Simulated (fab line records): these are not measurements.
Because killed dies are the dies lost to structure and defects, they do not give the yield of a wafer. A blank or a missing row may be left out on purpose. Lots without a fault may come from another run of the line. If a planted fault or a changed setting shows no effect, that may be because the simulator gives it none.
fab line records	flow sky130	part 1 of 2: steps 1 to 27 of 39
[record] lots = 5	wafers = 15	lastDay = 48
route steps=708 shown RES_PROTECT@207 POLY_GATE@213 LDD_N@237
lots that met no fault: from a run of the same line without faults
startH: start of the lot's first displayed wafer, in hours after the record's first day	waitH: hours since the lot's step before	" identical to the entry in the row above	L1.1+2: one row covering several wafers at once	- value missing, or start not given	* or withheld: withheld	< > ~ a bound
route shown NAME@n: names a module that has steps shown in the file, with the first one's number in the route	usual: mean/standard deviation of fault-free wafers	same: alike in all rows	chamber/n: place in a boat	sites: readings site by site	_std_site: how widely they spread, as a standard deviation	_edge_site: the outer-site mean with the inner-site mean subtracted	radiusMm: for every site, how far away it sits from the centre of the wafer	mask NAME#n: copy n	behind: the most recent tool/chamber to have shaped the wafer	hold: cause of the lot's hold/its duration in hours/its outcome	device: names the non-switching transistor (n, p or np)	end of line: tests of these same wafers at the route's end	a step without rows: its recipe alone	killed: not the wafer's yield, but the dies lost to structure and defects at the first sort	map: shows each die of a wafer: x if killed, . if not, _ if none is there
set.NAME: the setting the step ran with; set.NAME@STEP: the setting that earlier step ran with	model.NAME: the simulator's own value behind a step, which no gauge read
lots seen at some steps along the route; tables by step, rows by wafer
services: the hour from which a tool's chamber was out of use, counted from the record's first day as startH (under 0 if before that day), plus the number of hours and why
[[steps]]
[step SKY_RES_PROTECT_HMDS_01]
[recipe] primeTimeS = 60	primeTempC = 120
lot.wafer	tool	chamber	startH	waitH
L075.2+5+6	lithoTrack-03	0	346.49	0.1
L077.1+2+3	lithoTrack-01	0	349.67	0.1
L081.3+5+6	lithoTrack-04	0	403.20	0.1
L086.1+2+4	lithoTrack-03	0	423.42	0.1
L087.1+3+5	lithoTrack-01	0	432.12	0.1
[step SKY_RES_PROTECT_COAT_02]
[recipe] resist = NOVOLAK	spinRpm = 3000	resistThkNm = 1140
lot.wafer	tool	chamber	startH	waitH
L075.2+5+6	lithoTrack-03	0	346.64	0.1
L077.1+2+3	lithoTrack-01	0	349.82	0.1
L081.3+5+6	lithoTrack-04	0	403.35	0.1
L086.1+2+4	lithoTrack-03	0	423.57	0.1
L087.1+3+5	lithoTrack-01	0	432.27	0.1
[step SKY_RES_PROTECT_SOFTBAKE_03]
[recipe] tempC = 90	timeS = 60	resist = NOVOLAK
lot.wafer	tool	chamber	startH	waitH
L075.2+5+6	lithoTrack-03	0	346.79	0.1
L077.1+2+3	lithoTrack-01	0	349.97	0.1
L081.3+5+6	lithoTrack-04	0	403.50	0.1
L086.1+2+4	lithoTrack-03	0	423.72	0.1
L087.1+3+5	lithoTrack-01	0	432.42	0.1
[step SKY_RES_PROTECT_EXPOSE_04]
[recipe] maskId = RPM	na = 0.6	sourceShape = conventional	sigmaOuter = 0.6	polarization = unpolarized	targetCdNm = 1270	doseMj = 131
[usual] stageVelMmS = 500.03/0.28
lot.wafer	tool	chamber	startH	waitH	mask	stageVelMmS
L075.2	ilineStepper-01	0	-	-	RPM#0	500.60
L075.5	"	0	"	"	RPM#0	500.03
L075.6	"	0	"	"	RPM#0	500.11
L077.1	ilineStepper-01	0	-	-	RPM#0	499.60
L077.2	"	0	"	"	RPM#0	499.74
L077.3	"	0	"	"	RPM#0	499.48
L081.3	ilineStepper-01	0	-	-	RPM#0	499.89
L081.5	"	0	"	"	RPM#0	499.71
L081.6	"	0	"	"	RPM#0	499.37
L086.1	ilineStepper-01	0	-	-	RPM#0	499.93
L086.2	"	0	"	"	RPM#0	500.28
L086.4	"	0	"	"	RPM#0	499.57
L087.1	ilineStepper-02	0	-	-	RPM#0	499.59
L087.3	"	0	"	"	RPM#0	499.76
L087.5	"	0	"	"	RPM#0	500.08
[step SKY_RES_PROTECT_PEB_05]
[recipe] tempC = withheld	timeS = *	resist = NOVOLAK
lot.wafer	tool	chamber	startH	waitH
L075.2+5+6	lithoTrack-01	0	-	-
L077.1+2+3	lithoTrack-01	0	-	-
L081.3+5+6	lithoTrack-03	0	-	-
L086.1+2+4	lithoTrack-01	0	-	-
L087.1+3+5	lithoTrack-01	0	-	-
[step SKY_RES_PROTECT_DEVELOP_06]
[recipe] resist = NOVOLAK	developer = TMAH	developTimeS = 60	devTempC = 23
lot.wafer	tool	chamber	startH	waitH
L075.2+5+6	lithoTrack-01	0	359.80	0.1
L077.1+2+3	lithoTrack-01	0	362.82	0.1
L081.3+5+6	lithoTrack-03	0	417.32	0.1
L086.1+2+4	lithoTrack-01	0	439.22	0.1
L087.1+3+5	lithoTrack-01	0	447.57	0.1
[step SKY_POLY_GATE_IMPLANT_02]
[recipe] species = P	energyKev = 30.48	doseCm2 = 7.7e+15	tiltDeg = 0
[usual] beamEnergyKeV = 30.479/0.0082	endStationPressureTorr = 1.15e-05/8.5e-07
lot.wafer	tool	chamber	startH	waitH	beamEnergyKeV	endStationPressureTorr
L075.2	implanter-01	0	359.95	0.1	30.472	1.12e-05
L075.5	"	0	"	"	30.475	1.05e-05
L075.6	"	0	"	"	30.487	1.1e-05
L077.1	implanter-04	0	362.97	0.1	30.488	1.15e-05
L077.2	"	0	"	"	30.482	1.15e-05
L077.3	"	0	"	"	30.461	1.12e-05
L081.3	implanter-01	0	417.47	0.1	30.471	1.18e-05
L081.5	"	0	"	"	30.477	1.19e-05
L081.6	"	0	"	"	30.479	1.22e-05
L086.1	implanter-04	0	439.37	0.1	30.486	1.13e-05
L086.2	"	0	"	"	30.490	1.02e-05
L086.4	"	0	"	"	30.485	1.1e-05
L087.1	implanter-01	0	447.72	0.1	30.464	1.18e-05
L087.3	"	0	"	"	30.464	1.08e-05
L087.5	"	0	"	"	30.478	1.23e-05
[step SKY_RES_PROTECT_STRIP_07]
[recipe] chemistry = O2/N2	powerW = 1400	pressureMtorr = 1500	platenTempC = withheld	o2FlowSccm = 3000	n2FlowSccm = 300	overashFraction = 0.5
[usual] drypumpMotorCurrentA = 5.8/0.32	oesProductAu = 0.515/0.0045	stripTimeToEndpointS = 23.44/0.042
[same] overashFraction = 0.5
lot.wafer	tool	chamber	startH	waitH	drypumpMotorCurrentA	oesProductAu	rfHoursCounterH	stripTimeToEndpointS
L075.2	plasmaAsher-03	0	360.08	0.1	5.7	0.512	52	23.42
L075.5	"	1	"	"	5.4	0.518	-	23.48
L075.6	"	0	"	"	5.7	0.520	-	23.50
L077.1	plasmaAsher-01	1	363.12	0.1	6.3	0.516	25	23.39
L077.2	"	0	"	"	5.9	0.509	25	23.38
L077.3	"	0	"	"	5.9	0.508	-	23.37
L081.3	plasmaAsher-03	1	417.60	0.1	5.4	0.514	-	23.45
L081.5	"	1	"	"	5.4	0.502	-	23.45
L081.6	"	0	"	"	5.6	0.509	-	23.46
L086.1	plasmaAsher-04	0	439.52	0.1	5.6	0.518	1	23.38
L086.2	"	1	"	"	6.2	0.518	1	23.39
L086.4	"	0	"	"	5.6	0.515	-	23.38
L087.1	plasmaAsher-01	1	447.87	0.1	6.3	0.512	33	23.42
L087.3	"	1	"	"	6.3	0.519	-	23.45
L087.5	"	1	"	"	6.3	0.520	-	23.40
[step SKY_RES_PROTECT_TW_MEAS_08]
[usual] POLY_GATE_TW = 4061/36
lot.wafer	tool	chamber	startH	waitH	POLY_GATE_TW
L075.2	filmMetro-02	-	360.19	0.1	4028
L075.5	"	-	"	"	4014
L075.6	"	-	"	"	4010
L077.1	filmMetro-02	-	363.22	0.1	4002
L077.2	"	-	"	"	4026
L077.3	"	-	"	"	3997
L081.3	filmMetro-03	-	417.73	0.1	4121
L081.5	"	-	"	"	4092
L081.6	"	-	"	"	4102
L086.1	filmMetro-02	-	439.62	0.1	4018
L086.2	"	-	"	"	4033
L086.4	"	-	"	"	4024
L087.1	filmMetro-02	-	447.97	0.1	4008
L087.3	"	-	"	"	3999
L087.5	"	-	"	"	4007
[step SKY_RES_PROTECT_CLEAN_09]
[recipe] chemistry = SC1/SC2	mix = 1:4:20	tempC = 70	timeS = 150	dry = n2Spin
[usual] bathGuardTempC = 70.0/0.4
lot.wafer	tool	chamber	startH	waitH	bathGuardTempC
L075.2	wetBench-02	0	360.24	0.0	69.9
L075.5	"	0	"	"	70.5
L075.6	"	0	"	"	70.1
L077.1	wetBench-01	2	363.28	0.1	69.2
L077.2	"	2	"	"	69.4
L077.3	"	2	"	"	69.1
L081.3	wetBench-04	3	417.77	0.0	70.2
L081.5	"	3	"	"	69.9
L081.6	"	3	"	"	70.2
L086.1	wetBench-02	0	439.68	0.1	70.2
L086.2	"	0	"	"	70.3
L086.4	"	0	"	"	70.0
L087.1	wetBench-02	2	448.03	0.1	69.4
L087.3	"	2	"	"	69.7
L087.5	"	2	"	"	69.5
[step SKY_POLY_GATE_CVD_03]
[recipe] material = Si3N4	precursor = DCS/NH3	targetThkNm = 75	tempC = 770	timeS = 1290	pressureMtorr = 250
[usual] spikeTcBottomC = 790.1/1.8	spikeTcTopC = 778.8/2.5	susceptorTempC = 769.93/0.29	zonePowerBottomPct = 17.4/1.2
lot.wafer	tool	chamber	startH	waitH	spikeTcBottomC	spikeTcTopC	susceptorTempC	zonePowerBottomPct
L075.2	lpcvd-02	0	361.86	1.6	788.7	781.9	770.17	16.0
L075.5	"	0	"	"	787.0	781.1	769.99	16.2
L075.6	"	0	"	"	787.7	778.9	769.99	16.3
L077.1	lpcvd-02	1	364.57	1.2	792.4	773.8	770.14	18.7
L077.2	"	1	"	"	792.0	777.0	770.24	18.4
L077.3	"	1	"	"	790.0	776.8	769.93	18.6
L081.3	lpcvd-02	0	421.42	3.6	788.1	781.6	769.55	16.2
L081.5	"	0	"	"	787.9	780.6	769.78	16.4
L081.6	"	0	"	"	788.2	780.1	769.91	16.3
L086.1	lpcvd-02	0	440.51	0.8	788.2	781.0	770.07	16.2
L086.2	"	0	"	"	787.1	782.5	770.20	16.1
L086.4	"	0	"	"	789.4	779.5	770.20	16.4
L087.1	lpcvd-02	0	448.08	0.0	788.5	780.0	769.85	16.3
L087.3	"	0	"	"	788.0	780.8	769.84	16.0
L087.5	"	0	"	"	788.3	780.4	770.28	16.2
[step SKY_POLY_GATE_THK_MEAS_04]
[recipe] reads = Si3N4_of_POLY_GATE_CVD_03
[usual] POLY_GATE_CVD_03_THK = 75.3/0.62
lot.wafer	tool	chamber	startH	waitH	POLY_GATE_CVD_03_THK[nm]
L075.2	filmMetro-03	-	363.23	0.0	75.5
L075.5	"	-	"	"	75.6
L075.6	"	-	"	"	75.1
L077.1	filmMetro-04	-	365.93	0.0	75.6
L077.2	"	-	"	"	75.7
L077.3	"	-	"	"	75.3
L081.3	filmMetro-02	-	423.48	0.0	75.2
L081.5	"	-	"	"	74.9
L081.6	"	-	"	"	75.8
L086.1	filmMetro-03	-	441.86	0.0	74.2
L086.2	"	-	"	"	74.9
L086.4	"	-	"	"	75.0
L087.1	filmMetro-04	-	449.44	0.0	75.1
L087.3	"	-	"	"	74.9
L087.5	"	-	"	"	75.9
[step SKY_POLY_GATE_DEHYDRATE_05]
[recipe] tempC = 200	timeS = 60
lot.wafer	tool	chamber	startH	waitH
L075.2+5+6	lithoTrack-03	0	377.64	14.4
L077.1+2+3	lithoTrack-03	0	380.52	14.6
L081.3+5+6	lithoTrack-02	0	438.26	14.8
L086.1+2+4	lithoTrack-02	0	456.11	14.2
L087.1+3+5	lithoTrack-03	0	464.17	14.7
[step SKY_POLY_GATE_HMDS_06]
[recipe] primeTimeS = 60	primeTempC = 120
lot.wafer	tool	chamber	startH	waitH
L075.2+5+6	lithoTrack-03	0	377.79	0.1
L077.1+2+3	lithoTrack-03	0	380.67	0.1
L081.3+5+6	lithoTrack-02	0	438.41	0.1
L086.1+2+4	lithoTrack-02	0	456.26	0.1
L087.1+3+5	lithoTrack-03	0	464.32	0.1
[step SKY_POLY_GATE_COAT_07]
[recipe] resist = BARC	tempC = withheld	timeS = withheld	spinRpm = 3000	resistThkNm = 110
lot.wafer	tool	chamber	startH	waitH
L075.2+5+6	lithoTrack-03	0	377.94	0.1
L077.1+2+3	lithoTrack-03	0	380.82	0.1
L081.3+5+6	lithoTrack-02	0	438.56	0.1
L086.1+2+4	lithoTrack-02	0	456.41	0.1
L087.1+3+5	lithoTrack-03	0	464.47	0.1
[step SKY_POLY_GATE_COAT_08]
[recipe] resist = KrF-thick	spinRpm = 3000	resistThkNm = 450
lot.wafer	tool	chamber	startH	waitH
L075.2+5+6	lithoTrack-03	0	-	-
L077.1+2+3	lithoTrack-03	0	-	-
L081.3+5+6	lithoTrack-02	0	-	-
L086.1+2+4	lithoTrack-02	0	-	-
L087.1+3+5	lithoTrack-03	0	-	-
[step SKY_POLY_GATE_SOFTBAKE_09]
[recipe] tempC = 100	timeS = 90	resist = KrF-thick
lot.wafer	tool	chamber	startH	waitH
L075.2+5+6	lithoTrack-03	0	-	-
L077.1+2+3	lithoTrack-03	0	-	-
L081.3+5+6	lithoTrack-02	0	-	-
L086.1+2+4	lithoTrack-02	0	-	-
L087.1+3+5	lithoTrack-03	0	-	-
[step SKY_POLY_GATE_EXPOSE_10]
[recipe] maskId = P1M	na = 0.68	sourceShape = conventional	sigmaOuter = 0.6	targetCdNm = 150	doseMj = 28
[usual] stageVelMmS = 499.98/0.3
lot.wafer	tool	chamber	startH	waitH	mask	stageVelMmS
L075.2	krfScanner-02	0	-	-	P1M#0	499.84
L075.5	"	0	"	"	P1M#0	500.10
L075.6	"	0	"	"	P1M#0	499.69
L077.1	krfScanner-01	0	-	-	P1M#0	499.82
L077.2	"	0	"	"	P1M#0	500.21
L077.3	"	0	"	"	P1M#0	499.50
L081.3	krfScanner-01	0	-	-	P1M#0	499.85
L081.5	"	0	"	"	P1M#0	500.01
L081.6	"	0	"	"	P1M#0	499.72
L086.1	krfScanner-01	0	-	-	P1M#0	499.78
L086.2	"	0	"	"	P1M#0	500.25
L086.4	"	0	"	"	P1M#0	499.90
L087.1	krfScanner-01	0	-	-	P1M#0	499.90
L087.3	"	0	"	"	P1M#0	499.42
L087.5	"	0	"	"	P1M#0	499.42
[step SKY_POLY_GATE_PEB_11]
[recipe] pebTempC = withheld	pebTimeS = withheld	resist = KrF-thick
lot.wafer	tool	chamber	startH	waitH
L075.2+5+6	lithoTrack-03	0	-	-
L077.1+2+3	lithoTrack-01	0	-	-
L081.3+5+6	lithoTrack-03	0	-	-
L086.1+2+4	lithoTrack-02	0	-	-
L087.1+3+5	lithoTrack-02	0	-	-
[step SKY_POLY_GATE_DEVELOP_12]
[recipe] developTimeS = 60	resist = KrF-thick	devTempC = 21
lot.wafer	tool	chamber	startH	waitH
L075.2+5+6	lithoTrack-03	0	-	-
L077.1+2+3	lithoTrack-01	0	-	-
L081.3+5+6	lithoTrack-03	0	-	-
L086.1+2+4	lithoTrack-02	0	-	-
L087.1+3+5	lithoTrack-02	0	-	-
[step SKY_POLY_GATE_CD_MEAS_13]
[recipe] targetCdNm = 150
[usual] cdNm = 150.0/1.5
lot.wafer	tool	chamber	startH	waitH	cdNm
L075.2	cdSem-01	-	391.74	-	151.0
L075.5	"	-	"	"	150.8
L075.6	"	-	"	"	151.0
L077.1	cdSem-01	-	394.92	-	153.8
L077.2	"	-	"	"	154.0
L077.3	"	-	"	"	152.6
L081.3	cdSem-02	-	453.86	-	148.5
L081.5	"	-	"	"	147.2
L081.6	"	-	"	"	149.5
L086.1	cdSem-02	-	472.36	-	149.7
L086.2	"	-	"	"	149.4
L086.4	"	-	"	"	149.2
L087.1	cdSem-02	-	479.91	-	152.3
L087.3	"	-	"	"	150.9
L087.5	"	-	"	"	152.0
[step SKY_POLY_GATE_OVL_MEAS_14]
[usual] POLY_GATE_OVL = -1/6.5
lot.wafer	tool	chamber	startH	waitH	POLY_GATE_OVL[nm]
L075.2	overlay-01	-	391.84	0.1	-3
L075.5	"	-	"	"	5
L075.6	"	-	"	"	-8
L077.1	overlay-02	-	395.04	0.1	11
L077.2	"	-	"	"	4
L077.3	"	-	"	"	4
L081.3	overlay-02	-	453.95	0.1	1
L081.5	"	-	"	"	-1
L081.6	"	-	"	"	2
L086.1	overlay-02	-	472.48	0.1	-2
L086.2	"	-	"	"	-3
L086.4	"	-	"	"	-1
L087.1	overlay-02	-	480.03	0.1	8
L087.3	"	-	"	"	7
L087.5	"	-	"	"	8
[step SKY_POLY_GATE_ETCH_15]
[recipe] chemistry = N2/H2	target = BARC	ionEnergyEv = 200	sourceW = 500	biasW = 100	pressureMtorr = 30	n2FlowSccm = 100	h2FlowSccm = 200	stopOn = SiO2	timeS = 118.5	targetDepthA = 1100
[usual] biasW = 99.97/0.25	drypumpMotorCurrentA = 5.7/0.48	oesProductAu = 0.716/0.0042	throttleValvePct = 13.212/0.0083
lot.wafer	tool	chamber	startH	waitH	biasW	drypumpMotorCurrentA	oesProductAu	rfHoursCounterH	throttleValvePct
L075.2	rieDiel-04	1	391.87	0.0	100.26	5.2	0.726	12	13.214
L075.5	"	3	"	"	99.96	6.1	0.719	-	13.212
L075.6	"	2	"	"	99.40	5.0	0.712	-	13.219
L077.1	rieDiel-01	0	395.08	0.0	99.88	5.6	0.715	22	13.204
L077.2	"	1	"	"	100.43	5.7	0.717	9	13.207
L077.3	"	2	"	"	100.66	6.1	0.717	106	13.205
L081.3	rieDiel-04	0	453.97	0.0	100.04	6.5	0.718	78	13.216
L081.5	"	3	"	"	99.52	6.1	0.718	-	13.205
L081.6	"	2	"	"	99.90	5.0	0.714	-	13.203
L086.1	rieDiel-04	0	472.52	0.0	100.05	6.5	0.719	78	13.211
L086.2	"	3	"	"	100.15	6.1	0.716	5	13.209
L086.4	"	2	"	"	99.90	5.0	0.715	62	13.209
L087.1	rieDiel-04	0	480.07	0.0	100.14	6.4	0.724	78	13.208
L087.3	"	1	"	"	99.93	5.2	0.714	13	13.219
L087.5	"	3	"	"	100.32	6.1	0.703	-	13.225
[step SKY_POLY_GATE_ETCH_16]
[recipe] stopOn = poly-Si	chemistry = CH3F/O2	target = Si3N4	sourceW = 400	biasW = 80	pressureMtorr = 25	ch3fFlowSccm = 40	O2_flow_sccm = 30	timeS = 147.5	targetDepthA = 750
[usual] biasW = 79.97/0.22	drypumpMotorCurrentA = 5.7/0.48	oesProductAu = 0.641/0.005	throttleValvePct = 10.535/0.0093
lot.wafer	tool	chamber	startH	waitH	biasW	drypumpMotorCurrentA	oesProductAu	rfHoursCounterH	throttleValvePct
L075.2	rieDiel-04	1	391.96	0.0	79.82	5.1	0.645	12	10.549
L075.5	"	3	"	"	79.93	6.1	0.637	-	10.536
L075.6	"	2	"	"	80.07	5.0	0.628	-	10.539
L077.1	rieDiel-01	0	395.16	0.0	79.50	5.6	0.642	22	10.531
L077.2	"	1	"	"	79.64	5.7	0.642	9	10.535
L077.3	"	2	"	"	79.68	6.0	0.642	106	10.520
L081.3	rieDiel-04	0	454.05	0.0	79.96	6.4	0.635	78	10.524
L081.5	"	3	"	"	79.94	6.0	0.637	-	10.545
L081.6	"	2	"	"	80.08	5.0	0.631	-	10.531
L086.1	rieDiel-04	0	472.60	0.0	79.72	6.4	0.639	78	10.530
L086.2	"	3	"	"	79.93	6.1	0.638	6	10.532
L086.4	"	2	"	"	79.70	5.0	0.642	62	10.542
L087.1	rieDiel-04	0	480.15	0.0	79.94	6.4	0.635	78	10.520
L087.3	"	1	"	"	80.48	5.1	0.626	14	10.548
L087.5	"	3	"	"	79.95	6.1	0.643	-	10.550
[step SKY_POLY_GATE_ETCH_17]
[recipe] targetDepthNm = 180	stopOn = SiO2	overEtchFrac = 0.56667	chemistry = HBr/Cl2	target = poly-Si	icpW = 400	biasW = 100	pressureMtorr = 10	HBr_flow_sccm = 150	Cl2_flow_sccm = 50	timeS = 70.5
[usual] biasW = 100.02/0.28	drypumpMotorCurrentA = 5.8/0.43	oesProductAu = 0.986/0.0085	throttleValvePct = 33.684/0.0093
lot.wafer	tool	chamber	startH	waitH	biasW	drypumpMotorCurrentA	oesProductAu	rfHoursCounterH	throttleValvePct
L075.2	rieSi-02	2	392.05	0.0	100.92	5.0	0.983	0	33.676
L075.5	"	0	"	"	100.14	5.6	0.990	-	33.685
L075.6	"	3	"	"	99.87	6.2	0.989	-	33.692
L077.1	rieSi-01	3	395.26	0.0	99.78	5.8	0.990	66	33.681
L077.2	"	0	"	"	99.68	5.5	0.977	65	33.664
L077.3	"	1	"	"	99.81	6.4	0.998	1	33.692
L081.3	rieSi-01	2	454.15	0.0	99.88	6.2	0.968	58	33.689
L081.5	"	0	"	"	100.74	5.5	0.982	-	33.694
L081.6	"	1	"	"	99.77	6.3	0.989	-	33.699
L086.1	rieSi-01	0	472.70	0.0	99.82	5.5	0.983	66	33.693
L086.2	"	1	"	"	99.78	6.3	1.004	2	33.695
L086.4	"	1	"	"	99.50	6.3	0.993	-	33.670
L087.1	rieSi-02	0	480.25	0.0	100.14	5.6	0.986	6	33.706
L087.3	"	3	"	"	99.62	6.2	0.993	4	33.669
L087.5	"	3	"	"	100.27	6.2	0.976	-	33.684
[step SKY_POLY_GATE_STRIP_18]
[recipe] chemistry = O2/N2	powerW = 1451	pressureMtorr = 1500	platenTempC = withheld	o2FlowSccm = 3000	n2FlowSccm = 300	overashFraction = 0.5
[usual] drypumpMotorCurrentA = 5.72/0.25	oesProductAu = 0.361/0.0055	stripTimeToEndpointS = 3.08/0.049
[same] overashFraction = 0.5
lot.wafer	tool	chamber	startH	waitH	drypumpMotorCurrentA	oesProductAu	rfHoursCounterH	stripTimeToEndpointS
L075.2	plasmaAsher-03	1	392.11	0.0	5.42	0.364	55	3.10
L075.5	"	1	"	"	5.41	0.352	-	3.01
L075.6	"	0	"	"	5.69	0.369	-	3.13
L077.1	plasmaAsher-03	0	395.31	0.0	5.64	0.351	55	3.07
L077.2	"	1	"	"	5.40	0.362	55	3.04
L077.3	"	0	"	"	5.64	0.368	-	3.10
L081.3	plasmaAsher-03	0	454.24	0.1	5.63	0.359	-	3.08
L081.5	"	0	"	"	5.63	0.366	-	3.05
L081.6	"	1	"	"	5.43	0.364	-	3.11
L086.1	plasmaAsher-04	0	472.76	0.0	5.60	0.368	4	3.05
L086.2	"	1	"	"	6.20	0.358	4	2.96
L086.4	"	1	"	"	6.19	0.361	-	3.10
L087.1	plasmaAsher-04	1	480.31	0.0	6.20	0.366	5	3.04
L087.3	"	0	"	"	5.59	0.369	-	3.13
L087.5	"	0	"	"	5.59	0.358	-	3.01
[step SKY_POLY_GATE_CLEAN_19]
[recipe] chemistry = SC1/SC2	mix = 1:4:20	tempC = 70	timeS = 150	dry = n2Spin
[usual] bathGuardTempC = 69.8/0.6
lot.wafer	tool	chamber	startH	waitH	bathGuardTempC
L075.2	wetBench-04	2	392.21	0.1	70.4
L075.5	"	2	"	"	70.0
L075.6	"	2	"	"	70.1
L077.1	wetBench-04	1	395.41	0.1	69.1
L077.2	"	1	"	"	68.6
L077.3	"	1	"	"	69.2
L081.3	wetBench-03	2	454.31	0.0	70.2
L081.5	"	2	"	"	70.0
L081.6	"	2	"	"	70.1
L086.1	wetBench-04	3	472.86	0.1	69.8
L086.2	"	3	"	"	70.2
L086.4	"	3	"	"	70.1
L087.1	wetBench-01	0	480.41	0.1	70.6
L087.3	"	0	"	"	70.6
L087.5	"	0	"	"	70.6
